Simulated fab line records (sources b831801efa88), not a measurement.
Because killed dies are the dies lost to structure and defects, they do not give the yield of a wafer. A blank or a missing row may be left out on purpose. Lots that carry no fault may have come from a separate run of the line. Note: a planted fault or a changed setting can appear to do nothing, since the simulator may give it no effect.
What tool caused it? | flow gf180mcu | 30 wafers from 10 lots sampled at 3 of the route's 602 steps

== WHAT THE GAUGES SHOWED, per wafer ==
GF_V1_THK_MEAS_01.
lot  | measured     | on           | V1_CVD_00_THK (nm)
L510 | day 18 08:17 | filmMetro-01 | 588 585 583
L511 | day 18 18:02 | filmMetro-01 | 595 590 596
L513 | day 19 11:35 | filmMetro-04 | 603 605 604
L514 | day 19 17:16 | filmMetro-04 | 593 594 593
L516 | day 20 20:09 | filmMetro-01 | 583 585 584
L523 | day 23 01:59 | filmMetro-01 | 607 604 600
L526 | day 23 23:22 | filmMetro-02 | 599 609 605
L527 | day 24 04:56 | filmMetro-04 | 601 604 598
L528 | day 24 15:52 | filmMetro-04 | 611 610 610
L529 | day 24 21:31 | filmMetro-04 | 603 592 591

GF_V1_RS_MEAS_24: uses a four-point probe to measure.
lot  | measured     | on           | V1_W_RS (ohm/sq)
L510 | day 19 09:59 | filmMetro-01 | 0.329 0.328 0.327
L511 | day 19 19:40 | filmMetro-04 | 0.324 0.327 0.329
L513 | day 20 13:17 | filmMetro-02 | 0.331 0.334 0.329
L514 | day 20 19:01 | filmMetro-01 | 0.326 0.325 0.325
L516 | day 21 21:40 | filmMetro-01 | 0.327 0.329 0.325
L523 | day 24 02:20 | filmMetro-02 | 0.327 0.331 0.327
L526 | day 24 22:35 | filmMetro-02 | 0.327 0.326 0.331
L527 | day 25 04:14 | filmMetro-04 | 0.332 0.330 0.331
L528 | day 25 14:59 | filmMetro-01 | 0.324 0.325 0.320
L529 | day 25 20:40 | filmMetro-04 | 0.329 0.329 0.334

== TOOL THAT RAN EACH LOT (tool first, then ch and the chambers of the sampled wafers, then the start) ==
lot  | GF_V1_SPUTTER_22
L510 | pvdSputter-02, day 19 09:50
L511 | pvdSputter-01, day 19 19:29
L513 | pvdSputter-03, day 20 13:07
L514 | pvdSputter-02, day 20 18:52
L516 | pvdSputter-03, day 21 21:29
L523 | pvdSputter-03, day 24 02:10
L526 | pvdSputter-01, day 24 22:22
L527 | pvdSputter-03, day 25 04:02
L528 | pvdSputter-01, day 25 14:49
L529 | pvdSputter-02, day 25 20:31
- GF_V1_SPUTTER_22: material TiN, target thk 10 nm, time 40 s.

== AS READ BY THE TOOLS THEMSELVES (means over the sampled wafers that have a number; for cases with no such wafer, the mark the record gives instead) ==
GF_V1_SPUTTER_22.
lot  | tool          | throttleValvePct (%)
L510 | pvdSputter-02 | 29.3
L511 | pvdSputter-01 | 29.8
L513 | pvdSputter-03 | 29.7
L514 | pvdSputter-02 | 29.3
L516 | pvdSputter-03 | 29.0
L523 | pvdSputter-03 | 29.7
L526 | pvdSputter-01 | 30.1
L527 | pvdSputter-03 | 29.3
L528 | pvdSputter-01 | 30.1
L529 | pvdSputter-02 | 29.9

== THE ANSWER, worked out from the rows above alone ==
Rule: the lots themselves supply what counts as usual. The widest of any qualifying gaps counts: lots, ordered by their means at a reading, are off when they make up no more than a third of the lots, leave a main group of 4 or more, and stand apart from it by 3 or more times the standard deviation of that group's means. The tables above print the reading to a certain number of digits; a main group whose means all agree to those digits is not used. Also off: a lot with no number at a reading for which 4 or more lots have one. The other lots that the step has rows for count as sound. First the gauges in route order, then the tools' own readings, where a lot's mean is used as printed above. The first step at which some lot is off is used, and at that step the reading that is off furthest; a lot without a number counts as furthest.
Nothing can be told from this: no lot is off at any reading shown.

== WHAT THE SIMULATOR HAD PUT IN ==
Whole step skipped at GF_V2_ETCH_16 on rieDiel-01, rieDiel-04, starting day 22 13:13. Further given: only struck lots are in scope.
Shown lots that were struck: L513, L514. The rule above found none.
